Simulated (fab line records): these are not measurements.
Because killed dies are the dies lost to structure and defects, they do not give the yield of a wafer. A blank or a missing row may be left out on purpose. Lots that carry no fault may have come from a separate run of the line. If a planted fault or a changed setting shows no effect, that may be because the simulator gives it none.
fab line records	flow sky130	part 2 of 2: steps 26 to 35 of 35
record: lots: 5	wafers: 15	last-day: 50
route steps=708 shown VIA3@581 METAL4@598 CAP2M@603
lots that met no fault: from a run of the same line without faults
start-h: hours from the record's opening day to when the first of the lot's shown wafers began	wait-h: hours from the lot's prior step to this one	" same as the row above	L1.1+2: a single row standing in for several wafers	- either no value or no given start	* or withheld: withheld	< > ~ a bound
route shown NAME@n: names a module that has steps shown in the file, with the first one's number in the route	usual: the fault-free wafers' mean and standard deviation	same: alike in all rows	chamber/n: place in a boat	sites: each site's reading	_std_site: standard deviation across them	_edge_site: the outer-site mean with the inner-site mean subtracted	radius-mm: how far each site lies from the wafer's centre	mask NAME#n: copy n	behind: the most recent tool/chamber to have shaped the wafer	hold: the reason the lot was held/the length of the hold in hours/how it ended	device: transistor that didn't switch, given as n, p or np	end of line: tests run on the same wafers once the route is complete	where a step has no rows: the recipe by itself	killed: dies that structure and defects cost at the first sort, which is not the same as the wafer's yield	map: a wafer's dies, x killed, . not, _ none there
set.NAME: the setting as run; set.NAME@STEP: as run at that earlier step	model.NAME: the simulator's own value behind a step, which no gauge read
lots seen at some steps along the route; tables by step, rows by wafer
services: the hour from which a tool's chamber was out of use, counted from the record's first day as start-h (under 0 if before that day), plus the number of hours and why
== steps ==
step: SKY_CAP2M_RS_MEAS_03
recipe: thk-meas-gauge: four-point-probe	reads: TiN_of_CAP2M_SPUTTER_02
usual: CAP2M_TIN_RS: 6.90/0.061
lot.wafer	tool	chamber	start-h	wait-h	CAP2M_TIN_RS[ohm/sq]
L074.3	film-metro-04	-	932.19	0.1	6.90
L074.4	"	-	"	"	6.85
L074.5	"	-	"	"	6.88
L084.2	film-metro-02	-	993.17	0.1	6.93
L084.3	"	-	"	"	6.86
L084.5	"	-	"	"	6.86
L088.1	film-metro-04	-	1023.79	0.1	6.91
L088.3	"	-	"	"	6.94
L088.6	"	-	"	"	6.92
L095.2	film-metro-02	-	1067.32	0.1	6.85
L095.3	"	-	"	"	6.89
L095.4	"	-	"	"	6.92
L096.1	film-metro-03	-	1072.39	0.1	7.04
L096.3	"	-	"	"	7.06
L096.5	"	-	"	"	7.05
step: SKY_CAP2M_THK_MEAS_04
recipe: thk-meas-gauge: xrf	reads: TiN_of_CAP2M_SPUTTER_02
usual: CAP2M_TIN_THK: 201.7/1.6
lot.wafer	tool	chamber	start-h	wait-h	CAP2M_TIN_THK[nm]
L074.3	film-metro-04	-	932.29	0.1	201.3
L074.4	"	-	"	"	202.5
L074.5	"	-	"	"	201.8
L084.2	film-metro-02	-	993.28	0.1	201.0
L084.3	"	-	"	"	203.4
L084.5	"	-	"	"	203.0
L088.1	film-metro-04	-	1023.91	0.1	202.5
L088.3	"	-	"	"	202.6
L088.6	"	-	"	"	202.5
L095.2	film-metro-02	-	1067.43	0.1	201.8
L095.3	"	-	"	"	202.1
L095.4	"	-	"	"	201.0
L096.1	film-metro-03	-	1072.51	0.1	198.3
L096.3	"	-	"	"	197.4
L096.5	"	-	"	"	198.5
step: SKY_CAP2M_DEHYDRATE_05
recipe: temp-c: 200	time-s: 60
usual: exhaust-pa: 44.9/0.86
lot.wafer	tool	chamber	start-h	wait-h	exhaust-pa
L074.3	litho-track-01	0	943.32	11.0	44.8
L074.4	"	0	"	"	45.7
L074.5	"	0	"	"	43.9
L084.2	litho-track-03	0	1004.94	11.7	46.7
L084.3	"	0	"	"	44.2
L084.5	"	0	"	"	44.8
L088.1	litho-track-01	0	1035.52	11.6	45.0
L088.3	"	0	"	"	43.9
L088.6	"	0	"	"	43.7
L095.2	litho-track-01	0	1077.00	9.6	44.5
L095.3	"	0	"	"	45.7
L095.4	"	0	"	"	43.7
L096.1	litho-track-01	0	1082.52	10.0	45.2
L096.3	"	0	"	"	45.0
L096.5	"	0	"	"	45.2
step: SKY_CAP2M_HMDS_06
recipe: prime-time-s: 60	prime-temp-c: 120
usual: exhaust-pa: 45.0/0.98
lot.wafer	tool	chamber	start-h	wait-h	exhaust-pa
L074.3	litho-track-01	0	943.47	0.1	46.2
L074.4	"	0	"	"	46.2
L074.5	"	0	"	"	45.8
L084.2	litho-track-03	0	1005.09	0.1	45.6
L084.3	"	0	"	"	44.4
L084.5	"	0	"	"	44.8
L088.1	litho-track-01	0	1035.67	0.1	44.6
L088.3	"	0	"	"	45.6
L088.6	"	0	"	"	46.2
L095.2	litho-track-01	0	1077.15	0.1	45.8
L095.3	"	0	"	"	45.2
L095.4	"	0	"	"	45.2
L096.1	litho-track-01	0	1082.67	0.1	44.8
L096.3	"	0	"	"	45.3
L096.5	"	0	"	"	45.1
step: SKY_CAP2M_COAT_07
recipe: resist: NOVOLAK	spin-rpm: 3000	resist-thk-nm: 1140
usual: exhaust-pa: 44.9/0.97
lot.wafer	tool	chamber	start-h	wait-h	exhaust-pa
L074.3	litho-track-01	0	943.62	0.1	46.2
L074.4	"	0	"	"	45.0
L074.5	"	0	"	"	45.8
L084.2	litho-track-03	0	1005.24	0.1	44.2
L084.3	"	0	"	"	44.6
L084.5	"	0	"	"	43.8
L088.1	litho-track-01	0	1035.82	0.1	44.5
L088.3	"	0	"	"	44.5
L088.6	"	0	"	"	43.8
L095.2	litho-track-01	0	1077.30	0.1	45.3
L095.3	"	0	"	"	43.6
L095.4	"	0	"	"	42.8
L096.1	litho-track-01	0	1082.82	0.1	43.5
L096.3	"	0	"	"	44.6
L096.5	"	0	"	"	45.3
step: SKY_CAP2M_SOFTBAKE_08
recipe: temp-c: 90	time-s: 60	resist: NOVOLAK
usual: exhaust-pa: 44.9/0.96
lot.wafer	tool	chamber	start-h	wait-h	exhaust-pa
L074.3	litho-track-01	0	943.77	0.1	46.0
L074.4	"	0	"	"	45.1
L074.5	"	0	"	"	46.4
L084.2	litho-track-03	0	1005.39	0.1	45.1
L084.3	"	0	"	"	43.9
L084.5	"	0	"	"	44.2
L088.1	litho-track-01	0	1035.97	0.1	45.8
L088.3	"	0	"	"	46.8
L088.6	"	0	"	"	46.8
L095.2	litho-track-01	0	1077.45	0.1	44.7
L095.3	"	0	"	"	44.6
L095.4	"	0	"	"	44.4
L096.1	litho-track-01	0	1082.97	0.1	43.4
L096.3	"	0	"	"	45.2
L096.5	"	0	"	"	43.7
step: SKY_CAP2M_EXPOSE_09
recipe: mask-id: CAP2M	na: 0.6	source-shape: conventional	sigma-outer: 0.6	polarization: unpolarized	target-cd-nm: 1000	dose-mj: 159
usual: focus-offset-nm: 0.1/0.52
lot.wafer	tool	chamber	start-h	wait-h	mask	focus-offset-nm
L074.3	iline-stepper-01	0	-	-	CAP2M#0	-0.6
L074.4	"	0	"	"	CAP2M#0	-0.1
L074.5	"	0	"	"	CAP2M#0	-0.4
L084.2	iline-stepper-01	0	-	-	CAP2M#0	0.0
L084.3	"	0	"	"	CAP2M#0	0.6
L084.5	"	0	"	"	CAP2M#0	-0.2
L088.1	iline-stepper-01	0	-	-	CAP2M#0	0.0
L088.3	"	0	"	"	CAP2M#0	-0.5
L088.6	"	0	"	"	CAP2M#0	0.3
L095.2	iline-stepper-01	0	-	-	CAP2M#0	0.5
L095.3	"	0	"	"	CAP2M#0	0.9
L095.4	"	0	"	"	CAP2M#0	0.7
L096.1	iline-stepper-01	0	-	-	CAP2M#0	0.6
L096.3	"	0	"	"	CAP2M#0	0.6
L096.5	"	0	"	"	CAP2M#0	-0.2
step: SKY_CAP2M_PEB_10
recipe: temp-c: withheld	time-s: *	resist: NOVOLAK
usual: exhaust-pa: 45.1/0.88
lot.wafer	tool	chamber	start-h	wait-h	exhaust-pa
L074.3	litho-track-04	0	-	-	44.0
L074.4	"	0	"	"	44.7
L074.5	"	0	"	"	44.1
L084.2	litho-track-01	0	-	-	44.4
L084.3	"	0	"	"	43.7
L084.5	"	0	"	"	43.6
L088.1	litho-track-04	0	-	-	45.8
L088.3	"	0	"	"	45.2
L088.6	"	0	"	"	46.3
L095.2	litho-track-01	0	-	-	46.4
L095.3	"	0	"	"	45.5
L095.4	"	0	"	"	46.0
L096.1	litho-track-03	0	-	-	44.8
L096.3	"	0	"	"	44.8
L096.5	"	0	"	"	44.4
step: SKY_CAP2M_DEVELOP_11
recipe: resist: NOVOLAK	developer: TMAH	develop-time-s: 60	dev-temp-c: 23
usual: exhaust-pa: 45.1/0.88
lot.wafer	tool	chamber	start-h	wait-h	exhaust-pa
L074.3	litho-track-04	0	956.03	0.1	44.0
L074.4	"	0	"	"	45.0
L074.5	"	0	"	"	46.2
L084.2	litho-track-01	0	1016.70	0.1	44.3
L084.3	"	0	"	"	45.3
L084.5	"	0	"	"	44.6
L088.1	litho-track-04	0	1046.38	0.1	45.4
L088.3	"	0	"	"	44.1
L088.6	"	0	"	"	45.4
L095.2	litho-track-01	0	1087.90	0.1	45.6
L095.3	"	0	"	"	45.6
L095.4	"	0	"	"	43.9
L096.1	litho-track-03	0	1092.86	0.1	45.5
L096.3	"	0	"	"	44.4
L096.5	"	0	"	"	45.5
step: SKY_CAP2M_OVL_MEAS_12
usual: CAP2M_OVL: -0.6/1.2
lot.wafer	tool	chamber	start-h	wait-h	CAP2M_OVL[nm]
L074.3	overlay-02	-	956.14	0.1	0.4
L074.4	"	-	"	"	1.1
L074.5	"	-	"	"	-0.1
L084.2	overlay-01	-	1016.83	0.1	0.2
L084.3	"	-	"	"	-0.5
L084.5	"	-	"	"	0.5
L088.1	overlay-02	-	1046.53	0.1	-1.7
L088.3	"	-	"	"	-2.5
L088.6	"	-	"	"	-0.4
L095.2	overlay-01	-	1088.03	0.1	0.0
L095.3	"	-	"	"	-0.1
L095.4	"	-	"	"	-0.2
L096.1	overlay-02	-	1093.01	0.1	0.6
L096.3	"	-	"	"	1.1
L096.5	"	-	"	"	0.6
== services ==
tool	chamber	start-h	hours	kind
rie-diel-02	-	894.33	0.5	repair
pvd-sputter-04	-	897.15	8.2	repair
cmp-02	-	898.58	4.0	repair
pvd-sputter-01	-	906.83	1.0	repair
rie-diel-03	2	910.91	4.1	repair
cmp-02	-	912.04	4.0	pm
pvd-sputter-01	-	918.32	6.4	repair
krf-scanner-01	-	919.25	0.8	pm
pvd-sputter-04	-	920.92	6.0	repair
rie-diel-02	2	924.27	7.2	repair
rie-diel-02	0	928.76	4.7	repair
rie-diel-03	0	956.65	2.4	repair
krf-scanner-01	-	960.11	0.2	repair
krf-scanner-01	-	966.88	1.3	pm
rie-diel-02	2	967.40	1.6	repair
krf-scanner-01	-	971.62	0.9	repair
cmp-02	-	984.77	1.3	repair
iline-stepper-01	-	985.63	1.7	pm
pvd-sputter-01	-	1005.31	12.8	repair
iline-stepper-01	-	1022.75	2.4	repair
krf-scanner-01	-	1022.91	1.0	pm
rie-diel-02	-	1035.33	1.6	repair
rie-diel-02	-	1072.22	6.1	repair
pvd-sputter-04	-	1083.81	2.2	repair
